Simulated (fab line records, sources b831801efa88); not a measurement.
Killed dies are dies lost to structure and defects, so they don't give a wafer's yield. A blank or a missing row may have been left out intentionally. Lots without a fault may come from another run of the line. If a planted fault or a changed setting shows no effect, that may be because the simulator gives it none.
Chamber matching / flow gf180mcu / 3 sister chambers for GF_SAB_CVD_00 on pecvd-04
The step deposits SiO2 from TEOS, target thk 50 nm, time 4.9302 s. 3 wafers are shown with their chamber, then 7 later ones without.

## WAFERS WITH THEIR CHAMBER
wafer=L208.3; chamber=1; heaterPowerW (W)=514
wafer=L211.1; chamber=0; heaterPowerW (W)=561
wafer=L211.4; chamber=2; heaterPowerW (W)=768

## WAFERS WHOSE CHAMBER IS MISSING
wafer=L211.6; heaterPowerW (W)=636
wafer=L212.3; heaterPowerW (W)=573
wafer=L212.4; heaterPowerW (W)=535
wafer=L212.6; heaterPowerW (W)=731
wafer=L213.1; heaterPowerW (W)=659
wafer=L213.5; heaterPowerW (W)=660
wafer=L213.6; heaterPowerW (W)=642

## EACH ONE'S CHAMBER
wafer=L211.6; from the rows above=can't be placed: 0 or 1 or 2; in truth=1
wafer=L212.3; from the rows above=can't be placed: 0 or 1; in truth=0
wafer=L212.4; from the rows above=can't be placed: 1 or 0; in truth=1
wafer=L212.6; from the rows above=can't be placed: 2 or 0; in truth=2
wafer=L213.1; from the rows above=can't be placed: 0 or 2 or 1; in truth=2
wafer=L213.5; from the rows above=can't be placed: 0 or 2 or 1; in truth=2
wafer=L213.6; from the rows above=can't be placed: 0 or 2 or 1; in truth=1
0 of 7 placed correctly. Unplaceable from these rows: 7, with the true chamber sitting among the candidates in 7. 0 placed wrongly.
How it was worked out, from the rows above alone: a wafer's distance from a chamber is the root of the sum, over the readings, of the square of ((its reading less the chamber's mean) divided by the reading's scatter). The wafer belongs to the nearest chamber; if the next one is less than 2 further off, it can't be placed. For every chamber, the mean is computed from those of its wafers that are shown. The scatter: root of mean squared gap, hidden wafer to nearest shown wafer, with one shown wafer a chamber.
